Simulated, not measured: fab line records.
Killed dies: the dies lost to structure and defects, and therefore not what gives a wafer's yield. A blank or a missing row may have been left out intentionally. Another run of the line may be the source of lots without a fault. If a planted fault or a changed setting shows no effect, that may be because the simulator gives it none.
The tool behind it: which one? / flow gf180mcu / 6 lots with 18 wafers sampled at 2 steps, on a route of 602 steps

WHAT EACH GAUGE READ, for each wafer
GF_M3_OVL_MEAS_15.
lot=L855; measured=day 21 11:07; on=overlay-01; M3_OVL (nm)=0 4 -2
lot=L857; measured=day 22 13:20; on=overlay-02; M3_OVL (nm)=-3 -2 3
lot=L860; measured=day 23 09:13; on=overlay-02; M3_OVL (nm)=6 2 5
lot=L865; measured=day 25 10:46; on=overlay-02; M3_OVL (nm)=4 6 3
lot=L870; measured=day 27 02:52; on=overlay-02; M3_OVL (nm)=7 11 10
lot=L875; measured=day 28 05:45; on=overlay-01; M3_OVL (nm)=4 6 8

WHAT TOOL EACH LOT RAN ON (gives the tool, then ch and the chambers of the sampled wafers, and finally the start)
lot=L855; GF_V1_CMP_26=cmp-02 ch 0,2,3, day 18 06:35
lot=L857; GF_V1_CMP_26=cmp-01 ch 1,3, day 19 10:25
lot=L860; GF_V1_CMP_26=cmp-01 ch 0,1,3, day 20 07:46
lot=L865; GF_V1_CMP_26=cmp-02 ch 0,1,2, day 22 11:35
lot=L870; GF_V1_CMP_26=cmp-01 ch 1,3, day 24 08:20
lot=L875; GF_V1_CMP_26=cmp-01 ch 0,2,3, day 25 12:16
- GF_V1_CMP_26: polishes, stops on SiO2, t overpolish 15 s, target thk 0 nm.

THE ANSWER, worked out from the rows above alone
Rule: usual is defined by the lots themselves. Put in order of their means at a reading, lots are off if they are a third of the lots or fewer, leave a main group of 4 or more, and stand apart from it by a gap of 3 or more times the standard deviation of the main group's means; of several such gaps the widest counts. If all means in a main group match to the digits the tables above print for the reading, that group is not used. A lot without any number at a reading at which 4 lots or more have one is off too. The other lots that the step has rows for count as sound.
No lot is off on any of the readings shown, so nothing can be concluded from this.

WHAT THE SIMULATOR HAD PUT IN
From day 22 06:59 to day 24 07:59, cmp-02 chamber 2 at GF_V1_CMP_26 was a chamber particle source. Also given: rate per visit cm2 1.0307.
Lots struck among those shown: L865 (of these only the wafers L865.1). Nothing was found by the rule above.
